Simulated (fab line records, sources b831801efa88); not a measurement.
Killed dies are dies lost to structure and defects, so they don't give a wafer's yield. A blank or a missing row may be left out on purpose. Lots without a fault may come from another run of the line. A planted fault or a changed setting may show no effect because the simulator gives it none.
fab line records | flow sky130
record lots=11 wafers=33 last_day=50
route steps=708 shown SONOS_ONO@183 RES_PROTECT@214 POLY_GATE@222 LDD_N@244
lots that met no fault: from a run of the same line without faults
start_h: hours from the record's first day to the start of the lot's first wafer shown | wait_h: hours since the lot's step before | " the same as in the row above | L1.1+2: a row that stands for several wafers | - no value, or no start given | * or withheld: withheld | < > ~ a bound
route shown NAME@n: a module of which the file shows steps, and the number in the route of the first | usual: mean/standard deviation of fault-free wafers | same: alike in all rows | chamber/n: place in a boat | sites: the reading at each site | _std_site: their standard deviation | _edge_site: outer sites' mean less inner sites' | radius_mm: how far each site lies from the wafer's centre | mask NAME#n: copy n | behind: the tool/chamber that last shaped the wafer | hold: why the lot was held/for how many hours/how that ended | device: the transistor (n, p or np) that didn't switch | end of line: the same wafers' tests at the end of the route | a step without rows: its recipe alone | killed: dies lost to structure and defects at the first sort, not the wafer's yield | map: a wafer's dies, x killed, . not, _ none there
set.NAME: the setting as run; set.NAME@STEP: as run at that earlier step | model.NAME: the simulator's own value behind a step, which no gauge read
steps of the route over a sample of lots; a table a step, a row a wafer
services: from which hour (start_h, from the record's first day; less than 0 if before it) a tool's chamber was out of use, for how many hours, and why
## steps
# step SKY_SONOS_ONO_ETCH_15
# recipe target_depth_nm=19.52 chemistry=CHF3/O2 source_w=600 bias_w=200 pressure_mtorr=40 chf3_flow_sccm=50 O2_flow_sccm=5 time_s=7.8
# usual drypump_motor_current_A=5.5/0.57 oes_product_au=1.000/0.0096 throttle_valve_pct=8.826/0.0088
# columns lot.wafer tool chamber start_h wait_h drypump_motor_current_A oes_product_au rf_hours_counter_h throttle_valve_pct
L833.3 rie_diel-03 1 317.95 0.0 6.8 1.002 101 8.834
L833.5 " 0 " " 5.6 1.007 - 8.827
L833.6 " 1 " " 6.8 1.007 - 8.826
L834.2 rie_diel-03 3 319.90 0.0 4.8 1.017 10 8.839
L834.4 " 2 " " 5.2 0.996 68 8.825
L834.6 " 0 " " 5.6 0.997 - 8.824
L837.1 rie_diel-04 3 346.75 0.0 4.8 0.994 96 8.831
L837.5 " 1 " " 4.9 1.005 - 8.823
L837.6 " 2 " " 5.7 0.987 - 8.829
L838.1 rie_diel-03 2 358.05 0.0 5.2 0.998 69 8.831
L838.2 " 0 " " 5.6 1.010 4 8.835
L838.4 " 3 " " 4.8 1.004 11 8.827
L840.2 rie_diel-03 2 369.52 0.0 5.2 0.990 69 8.821
L840.3 " 0 " " 5.6 0.999 4 8.822
L840.4 " 3 " " 4.8 1.004 11 8.827
L842.2 rie_diel-04 1 396.47 0.0 5.0 0.997 6 8.823
L842.4 " 3 " " 4.8 0.997 - 8.835
L842.6 " 1 " " 5.0 1.002 - 8.811
L845.1 rie_diel-02 1 412.23 0.0 6.4 1.005 41 8.838
L845.2 " 3 " " 5.4 1.002 18 8.827
L845.4 " 0 " " 5.7 0.999 11 8.834
L848.2 rie_diel-03 0 437.22 0.0 5.6 0.995 5 8.822
L848.5 " 2 " " 5.2 0.988 - 8.831
L848.6 " 3 " " 4.8 0.996 - 8.828
L850.1 rie_diel-03 0 454.50 0.0 5.6 0.997 6 8.836
L850.2 " 1 " " 6.7 1.012 0 8.827
L850.5 " 0 " " 5.6 1.002 - 8.811
L851.1 rie_diel-03 1 464.60 0.0 6.7 1.017 0 8.835
L851.5 " 3 " " 4.8 1.010 - 8.833
L851.6 " 0 " " 5.6 0.993 - 8.820
L852.1 rie_diel-03 2 467.97 0.0 5.2 0.998 71 8.820
L852.4 " 3 " " 4.8 1.016 13 8.824
L852.6 " 2 " " 5.2 0.999 - 8.815
# step SKY_RES_PROTECT_STRIP_07
# recipe chemistry=O2/N2 power_w=1400 pressure_mtorr=1500 platen_temp_c=withheld o2_flow_sccm=3000 n2_flow_sccm=300 overash_fraction=0.5
# usual drypump_motor_current_A=5.48/0.21 oes_product_au=0.518/0.0044 strip_time_to_endpoint_s=23.29/0.043
# columns lot.wafer tool chamber start_h wait_h drypump_motor_current_A oes_product_au rf_hours_counter_h strip_time_to_endpoint_s
L833.3 plasma_asher-03 0 378.43 0.1 5.44 0.518 - 23.33
L833.5 " 0 " " 5.44 0.512 - 23.30
L833.6 " 1 " " 5.14 0.512 - 23.28
L834.2 plasma_asher-02 1 382.52 0.1 5.53 0.524 71 23.28
L834.4 " 0 " " 5.66 0.518 - 23.32
L834.6 " 0 " " 5.65 0.518 - 23.30
L837.1 plasma_asher-02 1 409.67 0.1 5.53 0.522 75 23.35
L837.5 " 1 " " 5.52 0.513 - 23.34
L837.6 " 0 " " 5.64 0.517 - 23.29
L838.1 plasma_asher-02 1 424.49 0.1 5.50 0.516 76 23.30
L838.2 " 0 " " 5.65 0.516 76 23.30
L838.4 " 0 " " 5.67 0.526 - 23.34
L840.2 plasma_asher-03 1 434.97 0.1 5.14 0.516 30 23.34
L840.3 " 0 " " 5.45 0.524 - 23.37
L840.4 " 1 " " 5.12 0.519 - 23.40
L842.2 plasma_asher-03 0 463.62 0.1 5.42 0.517 33 23.31
L842.4 " 1 " " 5.15 0.518 - 23.37
L842.6 " 0 " " 5.44 0.511 - 23.33
L845.1 plasma_asher-03 1 483.02 0.1 5.16 0.524 35 23.25
L845.2 " 0 " " 5.45 0.517 35 23.24
L845.4 " 1 " " 5.17 0.515 - 23.22
L848.2 plasma_asher-02 0 503.97 0.1 5.64 0.519 85 23.32
L848.5 " 1 " " 5.50 0.516 - 23.27
L848.6 " 0 " " 5.63 0.519 - 23.32
L850.1 plasma_asher-02 1 519.87 0.1 5.51 0.514 87 23.24
L850.2 " 0 " " 5.66 0.510 87 23.30
L850.5 " 1 " " 5.52 0.510 - 23.20
L851.1 plasma_asher-03 1 531.12 0.1 5.14 0.521 40 23.25
L851.5 " 1 " " 5.13 0.522 - 23.28
L851.6 " 0 " " 5.45 0.515 - 23.29
L852.1 plasma_asher-02 1 534.39 0.1 5.51 0.518 89 23.26
L852.4 " 0 " " 5.63 0.517 - 23.29
L852.6 " 1 " " 5.52 0.517 - 23.27
# step SKY_POLY_GATE_COAT_08
# recipe resist=KrF-thick spin_rpm=3000 resist_thk_nm=450
# usual chill_plate_temp_C=22.98/0.1 spin_speed_rpm=2999.6/1.9
# columns lot.wafer tool chamber start_h wait_h chill_plate_temp_C spin_speed_rpm
L833.3 litho_track-02 0 395 - 22.85 2996.2
L833.5 " 0 " " 22.85 2994.8
L833.6 " 0 " " 23.06 2998.8
L834.2 litho_track-01 0 397 - 23.10 3000.0
L834.4 " 0 " " 23.03 2999.3
L834.6 " 0 " " 23.17 3002.0
L837.1 litho_track-03 0 426 - 22.99 3001.1
L837.5 " 0 427 - 23.06 2994.2
L837.6 " 0 " " 22.95 2997.8
L838.1 litho_track-01 0 441 - 22.94 3002.3
L838.2 " 0 " " 22.97 3000.5
L838.4 " 0 " " 22.87 3003.3
L840.2 litho_track-01 0 452 - 23.05 3000.4
L840.3 " 0 " " 23.04 2999.3
L840.4 " 0 " " 23.01 2996.8
L842.2 litho_track-01 0 480 - 23.16 3328.6
L842.4 " 0 481 - 23.13 3326.4
L842.6 " 0 " " 23.13 3325.0
L845.1 litho_track-01 0 499 - 23.01 3329.7
L845.2 " 0 " " 22.86 3327.7
L845.4 " 0 " " 23.04 3328.6
L848.2 litho_track-03 0 520 - 22.94 2999.4
L848.5 " 0 " " 23.16 2999.4
L848.6 " 0 " " 23.05 3005.0
L850.1 litho_track-02 0 536 - 22.97 3000.2
L850.2 " 0 " " 22.85 2997.8
L850.5 " 0 " " 22.99 2996.5
L851.1 litho_track-02 0 548 - 23.04 2998.5
L851.5 " 0 " " 22.98 3001.4
L851.6 " 0 " " 22.98 2999.8
L852.1 litho_track-03 0 551 - 22.94 2998.7
L852.4 " 0 " " 23.03 2999.9
L852.6 " 0 " " 23.03 2998.6
# step SKY_POLY_GATE_STRIP_18
# recipe chemistry=O2/N2 power_w=1400 pressure_mtorr=1500 platen_temp_c=withheld o2_flow_sccm=3000 n2_flow_sccm=300 overash_fraction=0.5
# usual drypump_motor_current_A=5.56/0.27 oes_product_au=0.360/0.0045 strip_time_to_endpoint_s=3.15/0.033
# columns lot.wafer tool chamber start_h wait_h drypump_motor_current_A oes_product_au rf_hours_counter_h strip_time_to_endpoint_s
L833.3 plasma_asher-03 1 410.90 0.1 5.16 0.365 - 3.18
L833.5 " 1 " " 5.12 0.356 - 3.15
L833.6 " 0 " " 5.43 0.366 - 3.15
L834.2 plasma_asher-01 0 413.42 0.0 6.08 0.358 59 3.13
L834.4 " 1 " " 5.56 0.360 - 3.18
L834.6 " 0 " " 6.10 0.370 - 3.13
L837.1 plasma_asher-02 1 442.62 0.0 5.50 0.358 78 3.22
L837.5 " 0 " " 5.66 0.373 - 3.22
L837.6 " 1 " " 5.50 0.364 - 3.19
L838.1 plasma_asher-03 1 457.97 0.0 5.11 0.359 32 3.12
L838.2 " 0 " " 5.44 0.353 32 3.22
L838.4 " 0 " " 5.47 0.367 - 3.14
L840.2 plasma_asher-01 1 468.56 0.0 5.59 0.365 64 3.20
L840.3 " 1 " " 5.58 0.359 - 3.15
L840.4 " 0 " " 6.09 0.359 - 3.14
L842.2 plasma_asher-02 0 497.32 0.0 5.63 0.361 84 2.94
L842.4 " 0 " " 5.65 0.351 - 2.88
L842.6 " 1 " " 5.53 0.351 - 2.87
L845.1 plasma_asher-03 1 515.47 0.0 5.13 0.350 38 2.88
L845.2 " 0 " " 5.44 0.349 38 2.88
L845.4 " 1 " " 5.15 0.360 - 2.91
L848.2 plasma_asher-02 1 536.07 0.0 5.51 0.352 89 3.14
L848.5 " 0 " " 5.66 0.360 - 3.16
L848.6 " 1 " " 5.53 0.353 - 3.12
L850.1 plasma_asher-02 0 551.77 0.0 5.65 0.360 91 3.14
L850.2 " 1 " " 5.52 0.359 91 3.11
L850.5 " 0 " " 5.65 0.357 - 3.13
L851.1 plasma_asher-02 0 564.07 0.0 5.65 0.362 92 3.15
L851.5 " 0 " " 5.65 0.362 - 3.15
L851.6 " 1 " " 5.53 0.370 - 3.11
L852.1 plasma_asher-02 1 567.59 0.0 5.49 0.358 92 3.15
L852.4 " 0 " " 5.65 0.361 - 3.18
L852.6 " 0 " " 5.63 0.364 - 3.14
# step SKY_LDD_N_OVL_MEAS_07
# usual LDD_N_OVL=0.2/1.1
# columns lot.wafer tool chamber start_h wait_h LDD_N_OVL[nm]
L833.3 overlay-01 - 443.11 0.1 0.7
L833.5 " - " " 0.5
L833.6 " - " " 0.2
L834.2 overlay-01 - 448.67 0.1 0.2
L834.4 " - " " 0.1
L834.6 " - " " 0.8
L837.1 overlay-02 - 476.29 0.1 -0.4
L837.5 " - " " -0.1
L837.6 " - " " -0.8
L838.1 overlay-01 - 490.06 0.1 0.1
L838.2 " - " " 0.8
L838.4 " - " " -0.2
L840.2 overlay-01 - 501.08 0.1 0.1
L840.3 " - " " 1.5
L840.4 " - " " 2.9
L842.2 overlay-01 - 528.82 0.1 1.5
L842.4 " - " " 2.0
L842.6 " - " " 1.3
L845.1 overlay-01 - 546.61 0.1 1.8
L845.2 " - " " 3.4
L845.4 " - " " 2.3
L848.2 overlay-01 - 568.25 0.1 -0.1
L848.5 " - " " -0.1
L848.6 " - " " -0.8
L850.1 overlay-01 - 582.61 0.1 1.9
L850.2 " - " " 0.5
L850.5 " - " " 0.1
L851.1 overlay-01 - 594.82 0.1 0.8
L851.5 " - " " 0.3
L851.6 " - " " -1.3
L852.1 overlay-01 - 597.81 0.1 -1.3
L852.4 " - " " -1.3
L852.6 " - " " -1.0
## services
# columns tool chamber start_h hours kind
rie_diel-03 3 303.99 4.3 repair
rie_diel-02 3 318.11 3.0 repair
plasma_asher-03 - 320.34 0.4 repair
plasma_asher-01 - 320.75 5.1 repair
rie_diel-04 2 333.05 7.3 repair
rie_diel-04 0 333.51 5.1 repair
rie_diel-02 1 337.41 9.0 repair
plasma_asher-03 - 382.45 14.6 pm
rie_diel-03 2 385.65 6.6 repair
rie_diel-04 2 391.27 12.9 repair
rie_diel-02 3 404.72 2.6 repair
plasma_asher-03 - 409.94 0.9 repair
plasma_asher-01 - 425.06 2.3 repair
rie_diel-03 1 429.16 - clean
rie_diel-03 1 429.16 20.2 scheduled_down
rie_diel-03 1 429.16 20.2 vent_cycle
plasma_asher-02 - 434.47 3.0 repair
rie_diel-04 - 460.18 0.9 repair
rie_diel-04 3 470.23 - clean
rie_diel-04 3 470.23 30.8 scheduled_down
plasma_asher-01 - 481.78 1.5 repair
plasma_asher-01 - 508.07 11.0 repair
plasma_asher-01 - 520.33 11.1 repair
rie_diel-04 - 538.82 0.9 repair
## key
first_sign step=SKY_POLY_GATE_COAT_08 reading=spin_speed_rpm direction=up sigmas=99+ usual=2999.6 struck=3327.7
effect step=SKY_POLY_GATE_STRIP_18 reading=strip_time_to_endpoint_s direction=down sigmas=7.8 usual=* struck=*
met_at SKY_POLY_GATE_COAT_08
struck_lots L842,L845
tester_left_out L842,L845
not_acting_at SKY_SONOS_ONO_ETCH_15,SKY_RES_PROTECT_STRIP_07,SKY_LDD_N_OVL_MEAS_07
onset_between 452 480
fault kind=process_parameter_drift tool=litho_track-01 chamber=- onset_h=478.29 steps=SKY_POLY_GATE_COAT_08 channel=spin_rpm offset=327.57 shape=step end_h=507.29 acts_in=these_recipes_only stated=3000
# tester_left_out: of these lots the tester's yield and bins aren't shown, on N5 and GAA mostly nor the transistor test; their killed dies are dies lost to structure and defects alone, not to doping, threshold or leakage, so they don't give the yield
